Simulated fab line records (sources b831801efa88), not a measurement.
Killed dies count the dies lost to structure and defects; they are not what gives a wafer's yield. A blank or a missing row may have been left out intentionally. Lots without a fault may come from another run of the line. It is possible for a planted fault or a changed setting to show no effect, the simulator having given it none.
The tool behind it: which one?    flow sky130    18 wafers sampled from 6 lots at 1 step of a route of 708

WHAT EACH GAUGE READ, for each wafer
SKY_NWELL_TW_MEAS_26.
lot   measured      on             NWELL_2_TW
L515  day 5 12:33   film metro-03  494.8 495.8 495.8
L519  day 6 14:47   film metro-03  494.2 495.9 494.1
L521  day 7 04:09   film metro-04  494.0 493.2 491.8
L523  day 7 12:57   film metro-02  491.0 488.6 490.1
L531  day 9 17:56   film metro-02  490.1 488.3 488.5
L535  day 10 22:58  film metro-04  491.5 490.2 490.6

WHICH TOOL RAN EACH LOT (tool, then ch and the chambers of the sampled wafers, then the start)
The record shows no process step preceding these readings.

THE ANSWER, worked out from the rows above alone
Rule: the usual values come from the lots themselves. The widest of any qualifying gaps counts: lots, ordered by their means at a reading, are off when they make up no more than a third of the lots, leave a main group of 4 or more, and stand apart from it by 3 or more times the standard deviation of that group's means. If all means in a main group match to the digits the tables above print for the reading, that group is not used. Also off: a lot with no number at a reading for which 4 or more lots have one. The other lots that the step has rows for count as sound.
No lot is off on any of the readings shown, so nothing can be concluded from this.

WHAT WAS PUT IN BY THE SIMULATOR
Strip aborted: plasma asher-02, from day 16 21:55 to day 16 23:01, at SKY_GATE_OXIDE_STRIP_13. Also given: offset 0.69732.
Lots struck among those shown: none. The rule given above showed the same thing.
